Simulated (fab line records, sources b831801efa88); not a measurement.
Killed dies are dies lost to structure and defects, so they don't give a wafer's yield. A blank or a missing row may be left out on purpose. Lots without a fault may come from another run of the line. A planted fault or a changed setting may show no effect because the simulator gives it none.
Which tool did it? | flow sfq_line | 15 lots, 45 wafers sampled, at 1 step of a route of 325

WHAT THE GAUGES READ, wafer by wafer
The record holds no reading of a measuring or inspecting step that can be judged against a usual standard deviation.

WHICH TOOL RAN EACH LOT (tool, then ch and the chambers of the sampled wafers, then the start)
lot  | SFQ_TRILAYER_I0_CMP_CMP_028
L492 | cmp-01 ch 0,1,2, day 8 06:43
L493 | cmp-01 ch 0,1,3, day 8 10:43
L494 | cmp-01 ch 0,2,3, day 8 12:43
L495 | cmp-02 ch 1,2, day 8 16:07
L496 | cmp-02 ch 2,3, day 9 04:37
L497 | cmp-01 ch 0,1,2, day 9 09:05
L498 | cmp-01 ch 1,2,3, day 9 15:05
L499 | cmp-01 ch 0,1, day 10 00:05
L509 | cmp-01 ch 0,1,3, day 12 18:25
L510 | cmp-01 ch 2,3, day 12 22:55
L511 | cmp-02 ch 1,3, day 13 05:59
L512 | cmp-02 ch 0,1,3, day 13 18:29
L513 | cmp-02 ch 0,1,3, day 14 00:29
L514 | cmp-01 ch 0,1,2, day 14 05:28
L515 | cmp-02 ch 0,2,3, day 14 09:59
- SFQ_TRILAYER_I0_CMP_CMP_028: polishes SiO2.

WHAT THE TOOLS THEMSELVES READ (means of the sampled wafers that have a number; where no wafer has one, the mark that the record gives instead)
SFQ_TRILAYER_I0_CMP_CMP_028.
lot  | tool   | motor_current_A (A) | platen_rpm (rpm) | slurry_filter_dp_kPa (kPa) | time_to_endpoint_s (s)
L492 | cmp-01 | 10.2                | 59.96            | 13.42                      | 208
L493 | cmp-01 | 10.2                | 59.93            | 13.32                      | 213
L494 | cmp-01 | 10.2                | 59.96            | 13.63                      | 214
L495 | cmp-02 | 9.5                 | 59.97            | 13.51                      | 214
L496 | cmp-02 | 9.8                 | 59.99            | 13.43                      | 213
L497 | cmp-01 | 10.1                | 66.01            | 13.56                      | 201
L498 | cmp-01 | 10.9                | 65.97            | 13.61                      | 195
L499 | cmp-01 | 10.5                | 65.95            | 13.57                      | 189
L509 | cmp-01 | 10.6                | 60.06            | 13.48                      | 217
L510 | cmp-01 | 10.9                | 60.01            | 13.57                      | 220
L511 | cmp-02 | 10.2                | 59.99            | 13.56                      | 220
L512 | cmp-02 | 10.2                | 59.98            | 13.42                      | 211
L513 | cmp-02 | 9.4                 | 60.00            | 13.61                      | 220
L514 | cmp-01 | 10.5                | 59.97            | 13.58                      | 217
L515 | cmp-02 | 9.4                 | 59.98            | 13.44                      | 213

THE ANSWER, worked out from the rows above alone
Rule: what is usual is taken from the lots themselves. Put in order of their means at a reading, lots are off if they are a third of the lots or fewer, leave a main group of 4 or more, and stand apart from it by a gap of 3 or more times the standard deviation of the main group's means; of several such gaps the widest counts. A main group whose means are all the same, to the digits that the tables above print for the reading, isn't used. A lot without any number at a reading at which 4 lots or more have one is off too. The other lots that the step has rows for count as sound. The gauges are gone through in route order, then the tools' own readings, and for those a lot's mean is taken as printed above. The first step at which some lot is off is used, and at that step the reading that is off furthest; a lot without a number counts as furthest.
Off: L497, L498, L499, at SFQ_TRILAYER_I0_CMP_CMP_028 (platen_rpm). The main group: mean 59.98 rpm, standard deviation 0.031.
A tool fits if, at that step or a process step before it, it ran every lot that is off, and no sound lot after the first of them. None of those tried fits.

WHAT THE SIMULATOR HAD PUT IN
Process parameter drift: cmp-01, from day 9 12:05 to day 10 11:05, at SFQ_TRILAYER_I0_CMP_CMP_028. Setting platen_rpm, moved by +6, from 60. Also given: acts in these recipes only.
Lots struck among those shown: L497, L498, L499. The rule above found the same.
